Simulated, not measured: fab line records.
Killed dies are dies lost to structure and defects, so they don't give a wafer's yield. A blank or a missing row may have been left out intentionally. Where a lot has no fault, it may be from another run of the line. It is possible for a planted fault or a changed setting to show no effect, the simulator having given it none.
A lot that was struck, set against a sound lot / flow gf180mcu / 14 out of 602 route steps
Sound: wafers L163.1, L163.5, L163.6. The struck wafers were L156.2, L156.4, L156.5. The cause is given at the end.
For every step that has rows: the tool of each side, followed by ch and its chambers, followed by its first start. Under that, the readings that differ: sound wafers / struck wafers / difference of the means / sigmas: that difference in standard deviations of wafers without a fault.
alike: same words and numbers on both sides, and readings whose means sit less than 2 such deviations apart. not compared: any withheld reading, any reading some wafer has no value for, any bound like >300 that may hide the same value, and any number with overlapping values for which the record gives no deviation.
Wherever a step has rows on one side only, a row that says differs or no value, or a row with sigmas, the two part there. Numbers that don't overlap but have no deviation are shown without sigmas and don't part them. Lack of a reading on every wafer of one side parts them only where that side has two or more wafers.

GF_CONTACT_CMP_27: polishes, stops on SiO2, t overpolish 15 s, target thk 0 nm.
  sound on cmp-01 ch 2,3, day 21 22:38; struck on cmp-01 ch 0,1,2, day 19 13:56
  alike: edge_zone_pressure_frac, motor_current_A, overpolish_run_s, slurry_filter_dp_kPa, time_to_endpoint_s
GF_M1_SPUTTER_00: material Ti, target thk 37.5 nm, time 150 s.
  struck on pvd_sputter-03, day 19 14:14; sound on pvd_sputter-03, day 21 22:56
  alike: throttle_valve_pct
GF_M1_SPUTTER_01: material TiN, target thk 30 nm, time 25 s.
  struck on pvd_sputter-03, day 19 14:20; sound on pvd_sputter-03, day 21 23:02
  alike: throttle_valve_pct
GF_M1_SPUTTER_02: material AlCu, target thk 450 nm, time 23.9 s.
  struck on pvd_sputter-03, day 19 14:22; sound on pvd_sputter-03, day 21 23:04
  alike: throttle_valve_pct
GF_M1_SPUTTER_03: material Ti, target thk 10 nm, time 6.7 s.
  struck on pvd_sputter-03, day 19 14:24; sound on pvd_sputter-03, day 21 23:05
  alike: throttle_valve_pct
then, 1 step without rows for these wafers: GF_M1_SPUTTER_04 (material TiN, target thk 50 nm, time 41.7 s).
GF_M1_RS_MEAS_05: a four-point-probe measurement.
  struck on film_metro-03, day 19 14:29; sound on film_metro-01, day 21 23:09
  alike: M1_ALCU_RS
GF_M1_THK_MEAS_06: measures by xrf.
  struck on film_metro-03, day 19 14:35; sound on film_metro-01, day 21 23:16
  alike: M1_ALCU_THK
then, 4 steps without rows for these wafers: GF_M1_DEHYDRATE_07 (time 60 s); GF_M1_HMDS_08 (prime time 60 s); GF_M1_COAT_09 (resist thk 1000 nm); GF_M1_SOFTBAKE_10 (time 60 s).
GF_M1_EXPOSE_11: exposes mask Metal1, target cd 230 nm.
  sound on krf_scanner-02 ch 0, day 22 11:43; struck on krf_scanner-01, day 20 03:00
  no value came back on the struck wafers for exposure_dose_mJ_cm2, focus_offset_nm (nm), na; on the sound wafers exposure_dose_mJ_cm2 reads 28.099 28.142 28.111
  alike: mask
then, 1 step without rows for these wafers: GF_M1_PEB_12 (peb time 87.21 s).

## WHERE THEY PART
At GF_M1_EXPOSE_11 and nowhere else, as far as this record goes.

WHY: the cause the simulator had injected
Entire step skipped (krf_scanner-01, GF_M1_EXPOSE_11), from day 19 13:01 onward. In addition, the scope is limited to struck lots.
